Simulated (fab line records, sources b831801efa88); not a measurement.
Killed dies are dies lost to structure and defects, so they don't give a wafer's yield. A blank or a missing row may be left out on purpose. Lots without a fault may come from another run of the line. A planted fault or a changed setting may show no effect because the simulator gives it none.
fab line records | flow sky130
record lots=7 wafers=21 last_day=50
route steps=708 shown GATE_OXIDE@196 POLY_GATE@204 RES_PROTECT@206 PAD_OPEN@708
lots that met no fault: from a run of the same line without faults
start_h: hours from the record's first day to the start of the lot's first wafer shown | wait_h: hours since the lot's step before | " the same as in the row above | L1.1+2: a row that stands for several wafers | - no value, or no start given | * or withheld: withheld | < > ~ a bound
route shown NAME@n: a module of which the file shows steps, and the number in the route of the first | usual: mean/standard deviation of fault-free wafers | same: alike in all rows | chamber/n: place in a boat | sites: the reading at each site | _std_site: their standard deviation | _edge_site: outer sites' mean less inner sites' | radius_mm: how far each site lies from the wafer's centre | mask NAME#n: copy n | behind: the tool/chamber that last shaped the wafer | hold: why the lot was held/for how many hours/how that ended | device: the transistor (n, p or np) that didn't switch | end of line: the same wafers' tests at the end of the route | a step without rows: its recipe alone | killed: dies lost to structure and defects at the first sort, not the wafer's yield | map: a wafer's dies, x killed, . not, _ none there
set.NAME: the setting as run; set.NAME@STEP: as run at that earlier step | model.NAME: the simulator's own value behind a step, which no gauge read
lots at some steps of the route; a table a step, a row a wafer
services: from which hour (start_h, from the record's first day; less than 0 if before it) a tool's chamber was out of use, for how many hours, and why
## steps
# step SKY_GATE_OXIDE_DEVELOP_09
# recipe resist=NOVOLAK developer=TMAH develop_time_s=60 dev_temp_c=23
# step SKY_GATE_OXIDE_OVL_MEAS_10
# usual GATE_OXIDE_OVL=0.0/1.4
# columns lot.wafer tool chamber start_h wait_h GATE_OXIDE_OVL[nm]
L385.2 overlay-01 - 325.56 0.1 -0.1
L385.3 " - " " -0.1
L385.4 " - " " 1.2
L390.1 overlay-02 - 360.95 0.1 1.0
L390.2 " - " " 1.2
L390.3 " - " " 0.8
L394.3 overlay-01 - 402.36 0.1 1.4
L394.5 " - " " 1.7
L394.6 " - " " 2.9
L401.1 overlay-01 - 496.50 0.1 -3.3
L401.4 " - " " -3.8
L401.6 " - " " -2.7
L400.2 overlay-02 - 496.78 0.1 0.7
L400.5 " - " " 0.7
L400.6 " - " " 0.6
L402.3 overlay-02 - 496.96 0.1 -0.6
L402.5 " - " " -0.6
L402.6 " - " " -1.5
L403.3 overlay-02 - 497.86 0.1 0.7
L403.4 " - " " 0.8
L403.5 " - " " 1.2
# step SKY_GATE_OXIDE_IMPLANT_11
# recipe species=B energy_kev=9.813 dose_cm2=2.6e+12 tilt_deg=withheld
# step SKY_GATE_OXIDE_WET_ETCH_12
# recipe chemistry=dHF target_depth_nm=16.8 dry=n2_spin target=SiO2 dilution=100:1 temp_c=25 time_s=336
# step SKY_GATE_OXIDE_STRIP_13
# recipe chemistry=O2/N2 power_w=1400 pressure_mtorr=1500 platen_temp_c=withheld o2_flow_sccm=3000 n2_flow_sccm=300 overash_fraction=0.5
# usual drypump_motor_current_A=5.33/0.24 oes_product_au=0.715/0.0044 strip_time_to_endpoint_s=14.17/0.041
# columns lot.wafer tool chamber start_h wait_h drypump_motor_current_A oes_product_au rf_hours_counter_h strip_time_to_endpoint_s
L385.2 plasma_asher-01 0 325.84 0.0 5.54 0.717 50 14.18
L385.3 " 0 " " 5.56 0.714 - 14.18
L385.4 " 1 " " 4.90 0.713 - 14.17
L390.1 plasma_asher-02 1 361.24 0.0 5.21 0.721 25 14.13
L390.2 " 0 " " 5.45 0.717 25 14.17
L390.3 " 0 " " 5.44 0.719 - 14.24
L394.3 plasma_asher-03 1 402.67 0.0 5.17 0.714 - 14.16
L394.5 " 0 " " 5.64 0.718 - 14.17
L394.6 " 1 " " 5.19 0.718 - 14.20
L401.1 plasma_asher-03 0 496.79 0.0 5.67 0.718 82 14.13
L401.4 " 0 " " 5.67 0.718 - 14.20
L401.6 " 0 " " 5.67 0.713 - 14.18
L400.2 plasma_asher-02 0 497.06 0.0 5.42 0.708 39 14.14
L400.5 " 0 " " 5.42 0.715 - 14.12
L400.6 " 1 " " 5.25 0.705 - 14.11
L402.3 plasma_asher-03 1 497.37 0.0 5.16 0.709 - 14.23
L402.5 " 0 " " 5.67 0.705 - 14.20
L402.6 " 1 " " 5.15 0.716 - 14.23
L403.3 plasma_asher-02 0 498.27 0.0 5.43 0.723 - 14.08
L403.4 " 1 " " 5.24 0.720 - 14.09
L403.5 " 1 " " 5.22 0.717 - 14.07
# step SKY_GATE_OXIDE_TW_MEAS_14
# usual GATE_OXIDE_TW=223.5/2.2
# columns lot.wafer tool chamber start_h wait_h GATE_OXIDE_TW
L385.2 film_metro-03 - 325.95 0.1 225.3
L385.3 " - " " 225.5
L385.4 " - " " 225.8
L390.1 film_metro-01 - 361.34 0.1 222.2
L390.2 " - " " 221.3
L390.3 " - " " 222.7
L394.3 film_metro-03 - 402.76 0.1 224.9
L394.5 " - " " 225.9
L394.6 " - " " 226.0
L401.1 film_metro-01 - 496.89 0.1 221.7
L401.4 " - " " 222.8
L401.6 " - " " 223.1
L400.2 film_metro-03 - 497.17 0.1 221.5
L400.5 " - " " 223.5
L400.6 " - " " 223.2
L402.3 film_metro-03 - 497.46 0.1 221.4
L402.5 " - " " 222.0
L402.6 " - " " 224.1
L403.3 film_metro-04 - 498.36 0.1 226.7
L403.4 " - " " 226.6
L403.5 " - " " 226.5
# step SKY_GATE_OXIDE_CLEAN_15
# recipe chemistry=SC1/SC2 mix=1:4:20 temp_c=70 time_s=150 dry=n2_spin
# step SKY_GATE_OXIDE_OXIDATION_16
# recipe temp_c=800 ambient=O2 idle_temp_c=700 ramp_up_c_per_min=10 ramp_down_c_per_min=3 stabilise_s=600 purge_s=300 target_thk_a=35.7 ox_time_s=1915
# step SKY_POLY_GATE_CVD_00
# recipe material=poly-Si target_thk_nm=180 temp_c=620 time_s=720 pressure_mtorr=200
# step SKY_POLY_GATE_THK_MEAS_01
# recipe reads=poly-Si_of_POLY_GATE_CVD_00
# usual POLY_GATE_CVD_00_THK=178.8/1.5
# columns lot.wafer tool chamber start_h wait_h POLY_GATE_CVD_00_THK[nm]
L385.2 film_metro-01 - 330.24 0.0 180.4
L385.3 " - " " 179.9
L385.4 " - " " 179.5
L390.1 film_metro-03 - 364.54 0.0 177.0
L390.2 " - " " 176.5
L390.3 " - " " 178.0
L394.3 film_metro-01 - 406.53 0.0 178.3
L394.5 " - " " 177.4
L394.6 " - " " 176.8
L401.1 film_metro-02 - 499.78 0.0 179.7
L401.4 " - " " 180.0
L401.6 " - " " 178.4
L400.2 film_metro-02 - 500.99 0.0 182.3
L400.5 " - " " 180.6
L400.6 " - " " 180.6
L402.3 film_metro-03 - 502.20 0.0 180.8
L402.5 " - " " 178.9
L402.6 " - " " 179.0
L403.3 film_metro-01 - 502.20 0.0 180.7
L403.4 " - " " 179.2
L403.5 " - " " 179.3
# step SKY_RES_PROTECT_DEHYDRATE_00
# recipe temp_c=200 time_s=60
# step SKY_RES_PROTECT_HMDS_01
# recipe prime_time_s=60 prime_temp_c=120
# step SKY_RES_PROTECT_COAT_02
# recipe resist=NOVOLAK spin_rpm=3000 resist_thk_nm=1140
# usual spin_speed_rpm=3000.1/2.6
# columns lot.wafer tool chamber start_h wait_h spin_speed_rpm model.NOVOLAK_of_RES_PROTECT_COAT_02.thk_nm
L385.2 litho_track-01 0 343.47 0.1 2999.4 1142
L385.3 " 0 " " 2997.8 1144
L385.4 " 0 " " 3000.3 1143
L390.1 litho_track-02 0 378.63 0.1 3000.4 1142
L390.2 " 0 " " 3000.3 1138
L390.3 " 0 " " 3001.8 1141
L394.3 litho_track-01 0 419.40 0.1 2995.6 1141
L394.5 " 0 " " 2993.8 1141
L394.6 " 0 " " 2996.3 1140
L401.1 litho_track-01 0 513.60 0.1 2909.8 1157
L401.4 " 0 " " 2909.7 1160
L401.6 " 0 " " 2909.3 1163
L400.2 litho_track-01 0 515.32 0.1 2908.7 1156
L400.5 " 0 " " 2912.7 1160
L400.6 " 0 " " 2908.1 1158
L403.3 litho_track-01 0 516.95 0.1 2911.6 1161
L403.4 " 0 " " 2913.5 1161
L403.5 " 0 " " 2912.9 1161
L402.3 litho_track-02 0 517.08 0.1 2998.7 1142
L402.5 " 0 " " 2998.1 1145
L402.6 " 0 " " 2997.6 1144
# step SKY_RES_PROTECT_SOFTBAKE_03
# recipe temp_c=90 time_s=60 resist=NOVOLAK
# step SKY_RES_PROTECT_EXPOSE_04
# recipe mask_id=RPM na=0.6 source_shape=conventional sigma_outer=0.6 polarization=unpolarized target_cd_nm=1270 dose_mj=131
# step SKY_RES_PROTECT_PEB_05
# recipe temp_c=withheld time_s=* resist=NOVOLAK
# step SKY_RES_PROTECT_DEVELOP_06
# recipe resist=NOVOLAK developer=TMAH develop_time_s=60 dev_temp_c=23
# usual developer_temp_C=22.99/0.11
# columns lot.wafer tool chamber start_h wait_h developer_temp_C model.NOVOLAK_of_RES_PROTECT_COAT_02.thk_nm
L385.2 litho_track-03 0 356.98 0.1 23.07 1142
L385.3 " 0 " " 22.98 1143
L385.4 " 0 " " 23.07 1143
L390.1 litho_track-02 0 392.63 0.1 23.10 1141
L390.2 " 0 " " 23.07 1138
L390.3 " 0 " " 23.23 1141
L394.3 litho_track-01 0 432.10 0.1 22.93 1141
L394.5 " 0 " " 22.89 1141
L394.6 " 0 " " 22.77 1139
L401.1 litho_track-02 0 528.98 0.1 22.89 1157
L401.4 " 0 " " 22.89 1159
L401.6 " 0 " " 22.88 1163
L400.2 litho_track-03 0 530.58 0.1 23.01 1156
L400.5 " 0 " " 22.98 1160
L400.6 " 0 " " 23.03 1157
L403.3 litho_track-01 0 531.95 0.1 22.91 1161
L403.4 " 0 " " 22.83 1161
L403.5 " 0 " " 22.90 1160
L402.3 litho_track-02 0 532.18 0.1 23.00 1142
L402.5 " 0 " " 22.98 1145
L402.6 " 0 " " 23.07 1144
# step SKY_POLY_GATE_IMPLANT_02
# recipe species=P energy_kev=30 dose_cm2=7.7e+15 tilt_deg=0
# step SKY_RES_PROTECT_STRIP_07
# recipe chemistry=O2/N2 power_w=1400 pressure_mtorr=1500 platen_temp_c=withheld o2_flow_sccm=3000 n2_flow_sccm=300 overash_fraction=0.5
# usual drypump_motor_current_A=5.5/0.31 oes_product_au=0.518/0.0047 strip_time_to_endpoint_s=23.30/0.037
# columns lot.wafer tool chamber start_h wait_h drypump_motor_current_A oes_product_au rf_hours_counter_h strip_time_to_endpoint_s
L385.2 plasma_asher-02 1 357.25 0.1 5.2 0.528 25 23.29
L385.3 " 0 " " 5.4 0.521 - 23.31
L385.4 " 1 " " 5.2 0.517 - 23.28
L390.1 plasma_asher-03 1 392.93 0.1 5.2 0.514 72 23.29
L390.2 " 0 " " 5.7 0.521 72 23.26
L390.3 " 0 " " 5.7 0.521 - 23.28
L394.3 plasma_asher-03 1 432.38 0.1 5.2 0.515 - 23.29
L394.5 " 0 " " 5.7 0.517 - 23.30
L394.6 " 1 " " 5.2 0.518 - 23.30
L401.1 plasma_asher-03 0 529.28 0.1 5.7 0.525 85 23.48
L401.4 " 1 " " 5.2 0.518 - 23.49
L401.6 " 1 " " 5.2 0.524 - 23.51
L400.2 plasma_asher-03 0 530.85 0.1 5.7 0.521 85 23.45
L400.5 " 0 " " 5.7 0.522 - 23.50
L400.6 " 1 " " 5.2 0.524 - 23.47
L403.3 plasma_asher-02 1 532.23 0.1 5.2 0.515 - 23.47
L403.4 " 0 " " 5.4 0.522 - 23.52
L403.5 " 1 " " 5.2 0.516 - 23.45
L402.3 plasma_asher-03 0 532.46 0.1 5.6 0.517 - 23.31
L402.5 " 1 " " 5.2 0.521 - 23.36
L402.6 " 0 " " 5.7 0.522 - 23.33
# step SKY_RES_PROTECT_TW_MEAS_08
# usual POLY_GATE_TW=4024/49
# columns lot.wafer tool chamber start_h wait_h POLY_GATE_TW
L385.2 film_metro-02 - 357.36 0.1 4001
L385.3 " - " " 3998
L385.4 " - " " 3982
L390.1 film_metro-01 - 393.03 0.1 3989
L390.2 " - " " 3980
L390.3 " - " " 3985
L394.3 film_metro-01 - 432.47 0.1 3968
L394.5 " - " " 3982
L394.6 " - " " 3968
L401.1 film_metro-02 - 529.38 0.1 3972
L401.4 " - " " 3964
L401.6 " - " " 3983
L400.2 film_metro-01 - 530.96 0.1 4002
L400.5 " - " " 4009
L400.6 " - " " 3995
L403.3 film_metro-04 - 532.32 0.1 4123
L403.4 " - " " 4128
L403.5 " - " " 4080
L402.3 film_metro-04 - 532.55 0.1 4087
L402.5 " - " " 4083
L402.6 " - " " 4079
# step SKY_PAD_OPEN_PROBE_99
# usual killed_at_M0_to_M3=44/7.1 killed_at_M4_up=3.1/1.8 killed_at_contacts=24/5.3 killed_at_front_end=15/4.5 killed_at_other=0.2/0.42 killed_dies=86/9.6 killed_open=46/6.9 killed_short=40/6.4
# same gross_dies=492 killed_at_back_side=0
# columns lot.wafer tool chamber start_h wait_h killed_at_M0_to_M3 killed_at_M4_up killed_at_contacts killed_at_front_end killed_at_other killed_dies killed_open killed_short
L394.3 prober-02 - 1142.34 0.2 52 1 29 14 0 96 52 44
L394.5 prober-02 - 1142.44 0.2 40 2 23 15 0 80 49 31
L394.6 prober-02 - 1142.49 0.2 43 1 28 9 1 82 41 41
L403.3 prober-02 - 1195.12 0.2 44 3 21 13 0 81 45 36
L403.4 prober-02 - 1195.17 0.2 45 2 23 15 0 85 49 36
L403.5 prober-02 - 1195.22 0.2 52 2 28 7 1 90 56 34
L402.6 prober-01 - 1198.58 0.2 48 1 25 13 0 87 46 41
# killed by level:class
L394.3 LI_CONTACT:geometric_particle:open=11 VIA2:geometric_particle:open=10 VIA1:geometric_particle:open=9 VIA3:geometric_particle:open=8 CONTACT:geometric_particle:open=7 VIA2:geometric_particle:short=7 CONTACT:geometric_particle:short=6 METAL1:geometric_particle:short=6
L394.5 VIA3:geometric_particle:open=8 VIA2:geometric_particle:open=8 CONTACT:geometric_particle:open=7 LI_CONTACT:geometric_particle:open=6 VIA1:geometric_particle:open=6 CONTACT:geometric_particle:short=4 VIA1:geometric_particle:short=4 METAL2:geometric_particle:short=4
L394.6 VIA1:geometric_particle:open=10 LI_CONTACT:geometric_particle:open=7 LOCAL_INTERCONNECT:geometric_particle:short=6 VIA2:geometric_particle:open=6 CONTACT:geometric_particle:short=5 CONTACT:geometric_particle:open=5 VIA1:geometric_particle:short=5 METAL3:geometric_particle:short=5
L403.3 VIA1:geometric_particle:open=10 LI_CONTACT:geometric_particle:open=8 METAL2:geometric_particle:short=7 VIA2:geometric_particle:open=6 CONTACT:geometric_particle:open=6 VIA3:geometric_particle:open=6 METAL3:geometric_particle:short=5 FIELD_ISO:geometric_particle:short=4
L403.4 LI_CONTACT:geometric_particle:open=9 METAL1:geometric_particle:short=9 VIA1:geometric_particle:open=9 VIA3:geometric_particle:open=8 CONTACT:geometric_particle:open=6 VIA2:geometric_particle:open=5 FIELD_ISO:geometric_particle:short=4 FIELD_ISO:geometric_particle:open=4
L403.5 VIA1:geometric_particle:open=18 LI_CONTACT:geometric_particle:open=11 CONTACT:geometric_particle:open=8 LOCAL_INTERCONNECT:geometric_particle:short=6 VIA1:geometric_particle:short=6 VIA2:geometric_particle:open=6 METAL1:geometric_particle:short=5 METAL2:geometric_particle:short=4
L402.6 VIA1:geometric_particle:open=11 LI_CONTACT:geometric_particle:open=8 VIA2:geometric_particle:open=8 METAL1:geometric_particle:short=7 LI_CONTACT:geometric_particle:short=5 CONTACT:geometric_particle:open=5 VIA3:geometric_particle:short=5 METAL2:geometric_particle:short=4
## services
# columns tool chamber start_h hours kind
plasma_asher-02 - 325.84 1.5 repair
plasma_asher-03 - 336.85 2.8 pm
plasma_asher-03 - 361.41 4.1 repair
plasma_asher-02 - 380.65 15.6 pm
plasma_asher-03 - 416.79 6.5 repair
plasma_asher-02 - 514.17 1.6 repair
## key
first_sign step=SKY_RES_PROTECT_COAT_02 reading=spin_speed_rpm direction=down sigmas=35 usual=3000.1 struck=2910.7
effect step=SKY_RES_PROTECT_STRIP_07 reading=strip_time_to_endpoint_s direction=up sigmas=4.9 usual=* struck=*
model_effect step=SKY_RES_PROTECT_COAT_02 value=NOVOLAK_of_RES_PROTECT_COAT_02.thk_nm without=1142 struck=1160
model_effect step=SKY_RES_PROTECT_DEVELOP_06 value=NOVOLAK_of_RES_PROTECT_COAT_02.thk_nm without=1142 struck=1159
met_at SKY_RES_PROTECT_COAT_02
struck_wafers L400.2,L400.5,L400.6,L401.1,L401.4,L401.6,L403.3,L403.4,L403.5
tester_left_out L400,L401,L403
onset_between 419.40 513.60
fault kind=process_parameter_drift tool=litho_track-01 chamber=- onset_h=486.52 steps=SKY_RES_PROTECT_COAT_02 channel=spin_rpm offset=-89.606 shape=step end_h=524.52 acts_in=these_recipes_only stated=3000
# tester_left_out: of these lots the tester's yield and bins aren't shown, on N5 and GAA mostly nor the transistor test; their killed dies are dies lost to structure and defects alone, not to doping, threshold or leakage, so they don't give the yield
